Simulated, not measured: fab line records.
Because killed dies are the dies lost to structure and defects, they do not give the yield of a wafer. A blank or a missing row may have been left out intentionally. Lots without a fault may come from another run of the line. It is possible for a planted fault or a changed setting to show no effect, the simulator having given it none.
Lot-split experiment -- flow sky130 -- on a route of 708 steps: 5 lots, 23 wafers read

== SPLIT DETAILS ==
At SKY_LDD_P_DEVELOP_06 (develop time 60 s), the setting devTempC was moved away from the recipe's 23 C on 9 of the 23 wafers read, by -16.3% to +11.7%. The other wafers ran this setting at the recipe's value.

Between the split and the reading, the file records no step.

== THE READING ==
Shown in nm: cdNm at SKY_LDD_P_CD_MEAS_07, with target cd 380 nm. A value of 381 nm with a standard deviation of 3.6 nm is what fault-free wafers of this fab line usually give.

wafer,"tool, chamber at the split","devTempC as run, C",against the recipe,"cdNm, nm",against lot-mates on the recipe
L075.1,"lithoTrack-01, 0",19.45,-15.4%,388,+9
L075.2,"lithoTrack-01, 0",23,recipe,377,-
L075.4,"lithoTrack-01, 0",19.45,-15.4%,386,+7
L075.5,"lithoTrack-01, 0",19.45,-15.4%,391,+12
L075.6,"lithoTrack-01, 0",23,recipe,381,-
L076.2,"lithoTrack-01, 0",23,recipe,389,-
L076.5,"lithoTrack-01, 0",23,recipe,392,-
L076.6,"lithoTrack-01, 0",23,recipe,391,-
L081.1,"lithoTrack-01, 0",23,recipe,381,-
L081.2,"lithoTrack-01, 0",23,recipe,381,-
L081.3,"lithoTrack-01, 0",23,recipe,381,-
L081.4,"lithoTrack-01, 0",20.91,-9.1%,389,+8
L081.5,"lithoTrack-01, 0",20.91,-9.1%,388,+7
L083.1,"lithoTrack-01, 0",23,recipe,383,-
L083.2,"lithoTrack-01, 0",23,recipe,382,-
L083.3,"lithoTrack-01, 0",25.7,+11.7%,371,-11
L083.4,"lithoTrack-01, 0",25.7,+11.7%,373,-9
L083.6,"lithoTrack-01, 0",23,recipe,381,-
L085.1,"lithoTrack-01, 0",23,recipe,379,-
L085.3,"lithoTrack-01, 0",19.26,-16.3%,390,+11
L085.4,"lithoTrack-01, 0",23,recipe,379,-
L085.5,"lithoTrack-01, 0",23,recipe,378,-
L085.6,"lithoTrack-01, 0",19.26,-16.3%,389,+10

FIT RESULTS
A straight line over all 23 wafers: cdNm changes by -0.539 nm for each +1% of devTempC; r = -0.74; the points scatter about the line by 4.1 nm.
The same after taking each lot's own level away (the mean of its wafers on the recipe; 23 wafers): -0.699 nm for each +1%; r = -0.97; scatter 1.5 nm.
That fit puts the effect of the largest move of devTempC on the reading at 11 nm.
The span of the lots' own levels, 378.7 to 390.7 nm, comes to 3.3 times the standard deviation stated above.
So the lot-to-lot level blurs the effect unless lot-mates are compared.
Check: for one of the wafers moved furthest among these (-16.3%), held out of the fit, the line's prediction against its lot-mates is +11 nm. Against them it came out at +11.3 nm.

== FURTHER SPLITS ON THESE WAFERS ==
Other splits were also applied to these wafers ahead of the reading. Each is held against what the fit with the lots' levels taken away leaves over:
other split on the same wafers,wafers away from the commonest value,r with cdNm (lot level and that fit taken away)
SKY_SONOS_ONO_CVD_04 timeS,18,-0.35
SKY_SONOS_ONO_COAT_08 resistThkNm,7,+0.29
SKY_SONOS_ONO_ETCH_15 timeS,8,-0.02
SKY_GATE_OXIDE_IMPLANT_11 doseCm2,10,+0.05
SKY_RES_PROTECT_SOFTBAKE_03 tempC,11,+0.28
SKY_POLY_GATE_COAT_07 spinRpm,11,-0.15
SKY_POLY_GATE_EXPOSE_10 doseMj,9,+0.06

== FILE'S OWN FIT ==
cdNm changes by -0.693 nm for each +1% of devTempC, r = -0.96.
